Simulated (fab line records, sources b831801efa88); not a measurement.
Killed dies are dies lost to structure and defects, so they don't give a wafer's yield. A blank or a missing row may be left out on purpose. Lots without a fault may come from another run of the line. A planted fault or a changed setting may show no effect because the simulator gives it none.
Which tool did it? | flow sky130 | 12 lots, 36 wafers sampled, at 5 steps of a route of 708

WHAT THE GAUGES READ, wafer by wafer
SKY_LI_CONTACT_CD_MEAS_12: target cd 170 nm. Usual: cd_nm 170.1 nm, standard deviation 1.5.
lot  | measured     | on        | cd_nm (nm)        | flag
L931 | day 30 19:29 | cd_sem-01 | 174.1 170.3 170.8 |
L933 | day 30 23:28 | cd_sem-02 | 170.6 170.8 170.8 |
L934 | day 31 12:31 | cd_sem-02 | 170.2 170.8 170.4 |
L935 | day 32 00:57 | cd_sem-02 | 169.7 169.1 170.1 |
L939 | day 33 00:47 | cd_sem-02 | 169.2 169.6 169.2 |
L942 | day 34 03:31 | cd_sem-01 | 146.9 148.2 148.2 | OFF
L944 | day 34 14:48 | cd_sem-01 | 167.9 169.1 166.8 |
L945 | day 34 22:01 | cd_sem-02 | 169.4 168.4 169.3 |
L946 | day 35 02:03 | cd_sem-01 | 173.4 172.1 172.2 |
L947 | day 35 09:46 | cd_sem-02 | 168.6 170.3 169.8 |
L948 | day 35 16:30 | cd_sem-02 | 170.6 170.3 169.4 |
L951 | day 36 14:05 | cd_sem-01 | 169.0 169.4 170.5 |

SKY_LI_CONTACT_THK_MEAS_23: measures by xrf. Usual: LI_CONTACT_W_THK 406 nm, standard deviation 7.5.
lot  | measured     | on            | LI_CONTACT_W_THK (nm) | flag
L931 | day 30 20:28 | film_metro-01 | 412 409 403           |
L933 | day 31 00:34 | film_metro-01 | 403 406 406           |
L934 | day 31 13:28 | film_metro-04 | 414 417 409           |
L935 | day 32 01:54 | film_metro-04 | 408 404 404           |
L939 | day 33 01:45 | film_metro-01 | 400 398 402           |
L942 | day 34 04:40 | film_metro-01 | 396 399 399           |
L944 | day 34 15:46 | film_metro-04 | 413 416 408           |
L945 | day 34 22:59 | film_metro-04 | 411 412 416           |
L946 | day 35 03:02 | film_metro-04 | 407 413 412           |
L947 | day 35 10:45 | film_metro-01 | 412 407 413           |
L948 | day 35 17:31 | film_metro-01 | 406 402 401           |
L951 | day 36 15:02 | film_metro-03 | 406 402 398           |

SKY_LOCAL_INTERCONNECT_RS_MEAS_01: measures by four-point-probe. Usual: LOCAL_INTERCONNECT_TIN_RS 14.19 ohm/sq, standard deviation 0.15.
lot  | measured     | on            | LOCAL_INTERCONNECT_TIN_RS (ohm/sq) | flag
L931 | day 30 20:53 | film_metro-03 | 13.86 14.03 13.96                  |
L933 | day 31 01:01 | film_metro-01 | 14.40 14.40 14.38                  |
L934 | day 31 13:54 | film_metro-03 | 14.23 14.32 14.26                  |
L935 | day 32 02:20 | film_metro-02 | 14.23 14.11 14.07                  |
L939 | day 33 02:11 | film_metro-01 | 14.37 14.35 14.29                  |
L942 | day 34 05:17 | film_metro-03 | 14.09 13.96 14.08                  |
L944 | day 34 16:11 | film_metro-03 | 13.96 14.10 14.14                  |
L945 | day 34 23:25 | film_metro-01 | 14.08 14.08 14.16                  |
L946 | day 35 03:28 | film_metro-02 | 14.25 14.28 14.36                  |
L947 | day 35 11:11 | film_metro-02 | 14.20 14.24 14.20                  |
L948 | day 35 18:12 | film_metro-02 | 14.14 14.03 14.05                  |
L951 | day 36 15:28 | film_metro-03 | 14.26 14.27 14.32                  |

WHICH TOOL RAN EACH LOT (tool, then ch and the chambers of the sampled wafers, then the start)
lot  | SKY_LI_CONTACT_EXPOSE_09          | SKY_LI_CONTACT_SPUTTER_19
L931 | krf_scanner-02 ch 0, day 30 05:38 | pvd_sputter-01, day 30 20:04
L933 | krf_scanner-02 ch 0, day 30 10:19 | pvd_sputter-03, day 31 00:11
L934 | krf_scanner-01 ch 0, day 30 22:57 | pvd_sputter-03, day 31 13:05
L935 | krf_scanner-02 ch 0, day 31 11:59 | pvd_sputter-03, day 32 01:31
L939 | krf_scanner-01 ch 0, day 32 11:10 | pvd_sputter-04, day 33 01:22
L942 | krf_scanner-02 ch 0, day 33 14:03 | pvd_sputter-04, day 34 04:16
L944 | krf_scanner-02 ch 0, day 34 01:58 | pvd_sputter-04, day 34 15:23
L945 | krf_scanner-02 ch 0, day 34 09:10 | pvd_sputter-04, day 34 22:37
L946 | krf_scanner-02 ch 0, day 34 13:21 | pvd_sputter-01, day 35 02:40
L947 | krf_scanner-02 ch 0, day 34 20:19 | pvd_sputter-03, day 35 10:22
L948 | krf_scanner-02 ch 0, day 35 03:52 | pvd_sputter-01, day 35 17:07
L951 | krf_scanner-02 ch 0, day 36 01:13 | pvd_sputter-03, day 36 14:40
- SKY_LI_CONTACT_EXPOSE_09: exposes mask LICM1, target cd 170 nm.
- SKY_LI_CONTACT_SPUTTER_19: material Ti, target thk 20 nm, time 106.37 s.

WHAT THE TOOLS THEMSELVES READ (means of the sampled wafers that have a number; where no wafer has one, the mark that the record gives instead)
SKY_LI_CONTACT_EXPOSE_09. Usual: focus_offset_nm -0.1 nm, standard deviation 0.49.
lot  | tool           | focus_offset_nm (nm) | flag
L931 | krf_scanner-02 | 0.4                  |
L933 | krf_scanner-02 | -0.4                 |
L934 | krf_scanner-01 | -0.4                 |
L935 | krf_scanner-02 | -0.4                 |
L939 | krf_scanner-01 | 0.1                  |
L942 | krf_scanner-02 | 0.1                  |
L944 | krf_scanner-02 | -0.5                 |
L945 | krf_scanner-02 | -0.1                 |
L946 | krf_scanner-02 | -0.2                 |
L947 | krf_scanner-02 | -0.4                 |
L948 | krf_scanner-02 | 0.5                  |
L951 | krf_scanner-02 | 0.3                  |

SKY_LI_CONTACT_SPUTTER_19. Usual: throttle_valve_pct 30.3 %, standard deviation 1.1.
lot  | tool           | throttle_valve_pct (%) | flag
L931 | pvd_sputter-01 | 31.2                   |
L933 | pvd_sputter-03 | 29.4                   |
L934 | pvd_sputter-03 | 28.8                   |
L935 | pvd_sputter-03 | 30.4                   |
L939 | pvd_sputter-04 | 31.4                   |
L942 | pvd_sputter-04 | 30.7                   |
L944 | pvd_sputter-04 | 30.1                   |
L945 | pvd_sputter-04 | 31.2                   |
L946 | pvd_sputter-01 | 31.1                   |
L947 | pvd_sputter-03 | 29.7                   |
L948 | pvd_sputter-01 | 30.9                   |
L951 | pvd_sputter-03 | 28.7                   |

THE ANSWER, worked out from the rows above alone
Rule: a lot is off if the mean of its wafers that have a number lies more than 3 standard deviations from the usual mean. A lot without any number at a reading at which 4 lots or more have one is off too. The other lots that the step has rows for count as sound. The gauges are gone through in route order, then the tools' own readings, and for those a lot's mean is taken as printed above. The first step at which some lot is off is used, and at that step the reading that is off furthest; a lot without a number counts as furthest.
Off: L942, at SKY_LI_CONTACT_CD_MEAS_12 (cd_nm).
A tool fits if, at a process step before that reading, it ran every lot that is off, and no sound lot after the first of them. The gauges at SKY_LI_CONTACT_CD_MEAS_12 are tried like those tools. None of those tried fits.

WHAT THE SIMULATOR HAD PUT IN
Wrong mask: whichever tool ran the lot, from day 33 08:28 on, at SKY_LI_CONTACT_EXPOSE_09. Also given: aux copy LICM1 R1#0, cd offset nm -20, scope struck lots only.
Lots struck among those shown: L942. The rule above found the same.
